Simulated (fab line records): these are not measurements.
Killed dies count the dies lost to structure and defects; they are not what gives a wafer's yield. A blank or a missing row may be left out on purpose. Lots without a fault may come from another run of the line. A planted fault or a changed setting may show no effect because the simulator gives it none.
A lot that was struck, set against a sound lot || flow sky130 || 34 out of 708 route steps
Sound: the wafers L629.2, L629.3, L629.5. Struck: wafer L630.4. (L630.6 of the same lot was not struck and is left out.) The cause comes at the end.
Per side, at each step with rows, come the tool, then ch with its chambers, and then its first start. Under that, the readings that differ: sound wafers || struck wafers || difference of the means || sigmas: that difference in standard deviations of wafers without a fault.
alike: readings whose means differ by less than 2 such deviations, and words and numbers that are the same on both sides. not compared: withheld readings, readings that some wafer has no value for, bounds like >300 that may hide the same value, and numbers for which the record gives no deviation and whose values overlap.
Wherever a step has rows on one side only, a row that says differs or no value, or a row with sigmas, the two part there. Numbers that don't overlap but have no deviation are shown without sigmas and don't part them. Lack of a reading on every wafer of one side parts them only where that side has two or more wafers.

first, 5 steps without rows for these wafers: SKY_FIELD_ISO_OXIDATION_01 (stabilise 600 s, purge 300 s, target thk 12 nm); SKY_FIELD_ISO_CVD_03 (deposits Si3N4 from DCS/NH3, target thk 165 nm, time 2830 s); SKY_FIELD_ISO_DEHYDRATE_05 (time 60 s); SKY_FIELD_ISO_HMDS_06 (prime time 60 s); SKY_FIELD_ISO_COAT_07 (resist thk 60 nm).
SKY_FIELD_ISO_COAT_08: resist thk 450 nm.
  sound on litho track-03 ch 0, day 2 23:00; struck on litho track-04 ch 0, day 3 04:00
{"reading": "model.KrF-thick_of_FIELD_ISO_COAT_08.thk nm (nm)", "sound": "450.9 451.8 451.7", "struck": 432.9, "difference": -18.6, "sigmas": ""}
then, 5 steps without rows for these wafers: SKY_FIELD_ISO_SOFTBAKE_09 (time 90 s); SKY_FIELD_ISO_EXPOSE_10 (exposes mask FOM, target cd 150 nm); SKY_FIELD_ISO_PEB_11; SKY_FIELD_ISO_DEVELOP_12 (develop time 60 s); SKY_FIELD_ISO_ETCH_14 (etches BARC in N2/H2, stops on SiO2, time 45.9 s, target depth 60 nm).
SKY_FIELD_ISO_ETCH_15: etches the open film in CHF3/O2, stops on Si, target depth 180 nm, time 72 s.
  sound on rie diel-04 ch 0,2,3, day 3 07:43; struck on rie diel-04 ch 1, day 3 12:41
{"reading": "model.KrF-thick_of_FIELD_ISO_COAT_08.thk nm (nm)", "sound": "236.3 241.3 235.2", "struck": 214.4, "difference": -23.2, "sigmas": ""}
  alike: drypump motor current A, oes product au, throttle valve pct
  not compared: rf hours counter h
SKY_FIELD_ISO_STRIP_16: strips in O2/N2.
  sound on plasma asher-03 ch 0,1, day 3 07:46; struck on plasma asher-02 ch 0, day 3 12:46
{"reading": "strip time to endpoint s (s)", "sound": "3.54 3.59 3.52", "struck": 3.30, "difference": -0.25, "sigmas": -8}
  alike: drypump motor current A, oes product au
  not compared: rf hours counter h
then, 18 steps without rows for these wafers: SKY_FIELD_ISO_ETCH_17 (etches Si in HBr/Cl2/O2, target depth 342 nm, time 97.7 s); SKY_FIELD_ISO_WET_ETCH_18 (etches Si3N4 in H3PO4, target depth 25 nm, time 286 s); SKY_FIELD_ISO_CLEAN_19 (cleans in SC1/SC2, time 150 s); SKY_FIELD_ISO_CLEAN_20 (cleans in dHF, time 20 s); SKY_FIELD_ISO_WET_ETCH_21 (etches SiO2 in dHF, target depth 20 nm, time 400 s); SKY_FIELD_ISO_OXIDATION_22 (stabilise 600 s, purge 300 s, target thk 10 nm); SKY_FIELD_ISO_CVD_24 (deposits SiO2, target thk 595 nm, time 99.2 s); SKY_FIELD_ISO_ANNEAL_26 (time 1800 s); SKY_FIELD_ISO_CMP_27 (polishes, stops on Si3N4, t overpolish 16 s, target thk 457.8 nm); SKY_FIELD_ISO_WET_ETCH_28 (etches SiO2 in dHF, target depth 23.7 nm, time 47 s); SKY_FIELD_ISO_WET_ETCH_29 (etches Si3N4 in H3PO4, target depth 160 nm, time 1825 s); SKY_FIELD_ISO_WET_ETCH_30 (etches SiO2 in dHF, target depth 25 nm, time 50 s); SKY_NWELL_CLEAN_00 (cleans in SC1/SC2, time 150 s); SKY_NWELL_OXIDATION_01 (stabilise 600 s, purge 300 s, target thk 10 nm); SKY_DNWELL_DEHYDRATE_00 (time 60 s); SKY_DNWELL_HMDS_01 (prime time 60 s); SKY_DNWELL_COAT_02 (resist thk 3000 nm); SKY_DNWELL_SOFTBAKE_03.
-- the record jumps here: 28 days lie between the struck wafers' starts before and after (it left off in module DNWELL and takes up again in module LOCAL_INTERCONNECT, whose first step shown is number 398 of the route) --
SKY_LOCAL_INTERCONNECT_CD_MEAS_11: the cd target is 170 nm.
  struck on cd sem-02, day 31 19:08; sound on cd sem-01, day 31 14:42
  alike: cd nm
  not compared: hold
SKY_LOCAL_INTERCONNECT_OVL_MEAS_12:
  struck on overlay-01, day 31 20:53; sound on overlay-01, day 31 14:49
{"reading": "hold", "sound": "- - -", "struck": "await dispo/1.7h/release", "difference": "no value on the sound wafers", "sigmas": ""}
  alike: LOCAL_INTERCONNECT_OVL
-- here the record skips 15 days between the struck wafers' starts before and after, leaving off in module LOCAL_INTERCONNECT and picking up in module PAD_OPEN (first step shown: number 708 of the route) --
SKY_PAD_OPEN_PROBE_99:
  struck on prober-02, day 46 21:57; sound on prober-01, day 46 20:01
{"reading": "hold", "sound": "- - -", "struck": "await dispo/3.6h/release", "difference": "no value on the sound wafers", "sigmas": ""}
  alike: killed_at_M0_to_M3, killed_at_M4_up, killed at contacts, killed at front end, killed at other, killed dies, killed open, killed short

== WHERE THEY PART ==
First at SKY_FIELD_ISO_STRIP_16; last, within this record, at SKY_PAD_OPEN_PROBE_99.

WHY: the cause the simulator had injected
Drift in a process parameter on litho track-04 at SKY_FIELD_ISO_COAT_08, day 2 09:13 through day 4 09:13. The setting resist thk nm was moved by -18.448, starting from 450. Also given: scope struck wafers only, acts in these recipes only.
